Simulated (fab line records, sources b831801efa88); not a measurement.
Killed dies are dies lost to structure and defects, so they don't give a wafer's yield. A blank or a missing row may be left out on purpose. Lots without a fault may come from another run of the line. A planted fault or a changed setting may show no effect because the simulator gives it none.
fab line records | flow gf180mcu | part 2 of 2: steps 32 to 41 of 41
record lots=5 wafers=15 last_day=32
route steps=602 shown PSD@248 NSD@262 SAB@264 SALICIDE@278 CONTACT@287
lots that met no fault: from a run of the same line without faults
start_h: hours from the record's first day to the start of the lot's first wafer shown | wait_h: hours since the lot's step before | " the same as in the row above | L1.1+2: a row that stands for several wafers | - no value, or no start given | * or withheld: withheld | < > ~ a bound
route shown NAME@n: a module of which the file shows steps, and the number in the route of the first | usual: mean/standard deviation of fault-free wafers | same: alike in all rows | chamber/n: place in a boat | sites: the reading at each site | _std_site: their standard deviation | _edge_site: outer sites' mean less inner sites' | radius_mm: how far each site lies from the wafer's centre | mask NAME#n: copy n | behind: the tool/chamber that last shaped the wafer | hold: why the lot was held/for how many hours/how that ended | device: the transistor (n, p or np) that didn't switch | end of line: the same wafers' tests at the end of the route | a step without rows: its recipe alone | killed: dies lost to structure and defects at the first sort, not the wafer's yield | map: a wafer's dies, x killed, . not, _ none there
set.NAME: the setting as run; set.NAME@STEP: as run at that earlier step | model.NAME: the simulator's own value behind a step, which no gauge read
lots at some steps of the route; a table a step, a row a wafer
services: from which hour (start_h, from the record's first day; less than 0 if before it) a tool's chamber was out of use, for how many hours, and why
## steps
# step GF_SALICIDE_WET_ETCH_01
# recipe chemistry=dHF target_depth_nm=5 dry=ipa_marangoni target=SiO2 temp_c=25 dilution=100:1 time_s=100
# usual bath_heat_duty_pct=6.2/0.62
# columns lot.wafer tool chamber start_h wait_h bath_heat_duty_pct
L074.1 wet_bench-02 1 334.51 0.0 6.6
L074.3 " 1 " " 7.8
L074.5 " 1 " " 7.6
L085.2 wet_bench-02 0 435.13 0.0 7.1
L085.3 " 0 " " 6.9
L085.5 " 0 " " 5.4
L086.1 wet_bench-02 0 445.13 0.0 6.2
L086.4 " 0 " " 6.7
L086.5 " 0 " " 6.7
L087.1 wet_bench-03 3 457.10 0.0 5.9
L087.2 " 3 " " 6.0
L087.3 " 3 " " 5.4
L089.2 wet_bench-04 0 473.02 0.0 6.5
L089.4 " 0 " " 6.1
L089.6 " 0 " " 6.2
# step GF_SALICIDE_SPUTTER_02
# recipe material=Co target_thk_nm=10 power_w=1000 time_s=20 chamber_pressure_pa=0.4
# usual throttle_valve_pct=30.5/0.72
# columns lot.wafer tool chamber start_h wait_h throttle_valve_pct
L074.1 pvd_sputter-04 - 334.54 0.0 30.5
L074.3 " - " " 30.9
L074.5 " - " " 30.5
L085.2 pvd_sputter-01 - 435.17 0.0 30.5
L085.3 " - " " 28.8
L085.5 " - " " 29.5
L086.1 pvd_sputter-02 - 445.16 0.0 31.1
L086.4 " - " " 31.3
L086.5 " - " " 29.9
L087.1 pvd_sputter-02 - 457.13 0.0 29.3
L087.2 " - " " 30.8
L087.3 " - " " 31.3
L089.2 pvd_sputter-01 - 473.05 0.0 30.9
L089.4 " - " " 28.9
L089.6 " - " " 30.9
# step GF_SALICIDE_SPUTTER_03
# recipe material=TiN target_thk_nm=20 power_w=6500 time_s=16.7 chamber_pressure_pa=0.4
# usual throttle_valve_pct=30.5/0.71
# columns lot.wafer tool chamber start_h wait_h throttle_valve_pct
L074.1 pvd_sputter-04 - 334.57 0.0 30.5
L074.3 " - " " 31.0
L074.5 " - " " 30.6
L085.2 pvd_sputter-01 - 435.20 0.0 30.6
L085.3 " - " " 29.0
L085.5 " - " " 29.7
L086.1 pvd_sputter-02 - 445.19 0.0 31.4
L086.4 " - " " 31.3
L086.5 " - " " 29.9
L087.1 pvd_sputter-02 - 457.16 0.0 29.7
L087.2 " - " " 30.8
L087.3 " - " " 31.1
L089.2 pvd_sputter-01 - 473.08 0.0 30.6
L089.4 " - " " 28.8
L089.6 " - " " 30.6
# step GF_SALICIDE_RS_MEAS_04
# recipe thk_meas_gauge=four-point-probe reads=TiN_of_SALICIDE_SPUTTER_03+Co_of_SALICIDE_SPUTTER_02
# usual SALICIDE_TIN_RS=16.4/0.36
# columns lot.wafer tool chamber start_h wait_h SALICIDE_TIN_RS[ohm/sq]
L074.1 film_metro-03 - 334.60 0.0 16.6
L074.3 " - " " 16.3
L074.5 " - " " 16.8
L085.2 film_metro-02 - 435.24 0.0 16.0
L085.3 " - " " 16.2
L085.5 " - " " 16.4
L086.1 film_metro-02 - 445.22 0.0 17.0
L086.4 " - " " 16.3
L086.5 " - " " 16.6
L087.1 film_metro-03 - 457.19 0.0 16.2
L087.2 " - " " 16.2
L087.3 " - " " 16.0
L089.2 film_metro-02 - 473.50 0.4 16.4
L089.4 " - " " 16.0
L089.6 " - " " 16.4
# step GF_SALICIDE_THK_MEAS_05
# recipe thk_meas_gauge=xrf reads=TiN_of_SALICIDE_SPUTTER_03
# usual SALICIDE_TIN_THK=19.96/0.2
# columns lot.wafer tool chamber start_h wait_h SALICIDE_TIN_THK[nm]
L074.1 film_metro-03 - 334.72 0.1 19.70
L074.3 " - " " 19.49
L074.5 " - " " 19.80
L085.2 film_metro-02 - 435.35 0.1 19.89
L085.3 " - " " 19.47
L085.5 " - " " 19.64
L086.1 film_metro-02 - 445.34 0.1 19.83
L086.4 " - " " 19.67
L086.5 " - " " 19.75
L087.1 film_metro-03 - 457.31 0.1 20.03
L087.2 " - " " 20.09
L087.3 " - " " 19.89
L089.2 film_metro-02 - 473.61 0.1 20.16
L089.4 " - " " 19.99
L089.6 " - " " 20.00
# step GF_SALICIDE_RTA_06
# recipe temp_c=530 time_s=30 ambient=N2
# usual anneal_temp_c_max=532.9/0.76 lamp_power_pct=6.8/0.55 wafer_temp_C_max=532.5/0.61
# columns lot.wafer tool chamber start_h wait_h anneal_temp_c_max lamp_power_pct wafer_temp_C_max
L074.1 rtp_anneal-01 0 334.78 0.1 533.4 7.4 531.9
L074.3 " 0 " " 532.3 7.4 532.1
L074.5 " 0 " " 532.2 7.4 532.4
L085.2 rtp_anneal-02 0 435.42 0.1 533.3 6.3 533.4
L085.3 " 0 " " 533.9 6.3 533.4
L085.5 " 0 " " 533.4 6.3 532.6
L086.1 rtp_anneal-02 0 445.40 0.1 532.7 6.3 533.0
L086.4 " 0 " " 534.1 6.3 533.5
L086.5 " 0 " " 532.8 6.3 533.3
L087.1 rtp_anneal-02 0 457.37 0.1 533.3 6.3 532.8
L087.2 " 0 " " 533.3 6.3 532.0
L087.3 " 0 " " 533.5 6.3 532.7
L089.2 rtp_anneal-01 0 473.68 0.1 533.0 7.4 531.6
L089.4 " 0 " " 533.0 7.4 532.3
L089.6 " 0 " " 532.5 7.4 531.7
# step GF_SALICIDE_WET_ETCH_07
# recipe chemistry=SPM target_depth_nm=120 dry=n2_spin
# columns lot.wafer tool chamber start_h wait_h
L074.1+3+5 wet_bench-03 1 334.88 0.1
L085.2+3+5 wet_bench-02 3 435.50 0.1
L086.1+4+5 wet_bench-03 1 445.50 0.1
L087.1+2+3 wet_bench-04 3 457.47 0.1
L089.2+4+6 wet_bench-03 2 473.76 0.1
# step GF_SALICIDE_RTA_08
# recipe temp_c=800 time_s=30 ambient=N2
# usual anneal_temp_c_max=804.4/1.1 lamp_power_pct=19.0/1.5 wafer_temp_C_max=803.8/0.82
# columns lot.wafer tool chamber start_h wait_h anneal_temp_c_max lamp_power_pct wafer_temp_C_max
L074.1 rtp_anneal-02 0 334.97 0.0 804.7 17.5 803.7
L074.3 " 0 " " 805.4 17.5 805.2
L074.5 " 0 " " 805.4 17.4 803.0
L085.2 rtp_anneal-01 0 435.61 0.0 804.2 20.5 803.3
L085.3 " 0 " " 803.1 20.5 803.6
L085.5 " 0 " " 803.3 20.5 803.4
L086.1 rtp_anneal-01 0 445.59 0.0 802.9 20.5 803.4
L086.4 " 0 " " 803.8 20.5 804.6
L086.5 " 0 " " 804.3 20.5 805.0
L087.1 rtp_anneal-02 0 457.56 0.0 806.2 17.5 803.1
L087.2 " 0 " " 806.8 17.5 803.6
L087.3 " 0 " " 806.6 17.4 805.3
L089.2 rtp_anneal-02 0 473.87 0.0 804.3 17.5 804.3
L089.4 " 0 " " 804.8 17.4 804.6
L089.6 " 0 " " 806.1 17.5 803.2
# step GF_CONTACT_CVD_00
# recipe material=SiO2 target_thk_nm=300 sigma_open_frac=0.3 temp_c=400 time_s=50 sih4_flow_sccm=60 pressure_mtorr=6
# usual susceptor_temp_C=400.03/0.23
# columns lot.wafer tool chamber start_h wait_h susceptor_temp_C
L074.1 hdpcvd-01 2 335.07 0.1 399.85
L074.3 " 0 " " 400.02
L074.5 " 2 " " 399.78
L085.2 hdpcvd-02 2 435.70 0.1 400.14
L085.3 " 1 " " 400.21
L085.5 " 2 " " 399.34
L086.1 hdpcvd-01 1 445.69 0.1 400.11
L086.4 " 1 " " 400.29
L086.5 " 0 " " 399.84
L087.1 hdpcvd-02 1 457.66 0.1 400.26
L087.2 " 0 " " 399.90
L087.3 " 2 " " 400.02
L089.2 hdpcvd-01 2 473.95 0.1 399.95
L089.4 " 0 " " 399.96
L089.6 " 1 " " 399.65
# step GF_CONTACT_THK_MEAS_01
# recipe reads=SiO2_of_CONTACT_CVD_00
# usual CONTACT_CVD_00_THK=299/3.3
# columns lot.wafer tool chamber start_h wait_h CONTACT_CVD_00_THK[nm]
L074.1 film_metro-01 - 335.11 0.0 295
L074.3 " - " " 295
L074.5 " - " " 298
L085.2 film_metro-02 - 435.75 0.0 297
L085.3 " - " " 302
L085.5 " - " " 300
L086.1 film_metro-04 - 445.73 0.0 306
L086.4 " - " " 306
L086.5 " - " " 304
L087.1 film_metro-02 - 457.70 0.0 302
L087.2 " - " " 302
L087.3 " - " " 297
L089.2 film_metro-04 - 474.01 0.0 294
L089.4 " - " " 298
L089.6 " - " " 302
## services
# columns tool chamber start_h hours kind
pvd_sputter-01 - 293.62 0.6 repair
pvd_sputter-01 - 314.04 5.5 repair
hdpcvd-01 - 317.73 1.5 repair
pvd_sputter-02 - 321.64 1.4 repair
hdpcvd-01 - 331.96 2.1 repair
iline_stepper-01 - 332.89 7.6 repair
rie_diel-02 0 334.50 2.8 repair
plasma_asher-02 - 336.44 2.9 repair
wet_bench-01 - 337.43 3.7 repair
pvd_sputter-01 - 338.71 24.9 repair
implanter-02 - 348.55 6.2 pm
implanter-02 - 357.72 3.9 repair
implanter-02 - 360.27 0.6 repair
wet_bench-03 - 368.40 1.1 repair
pecvd-01 - 368.88 14.0 pm
plasma_asher-03 - 374.70 2.8 pm
rie_diel-02 3 399.95 1.3 repair
iline_stepper-02 - 427.21 1.7 pm
wet_bench-04 - 444.29 1.9 pm
rtp_anneal-01 - 449.00 8.7 pm
plasma_asher-02 - 455.14 2.8 pm
iline_stepper-02 - 456.33 1.6 repair
pvd_sputter-02 - 466.69 7.4 repair
pecvd-01 - 468.14 0.9 repair
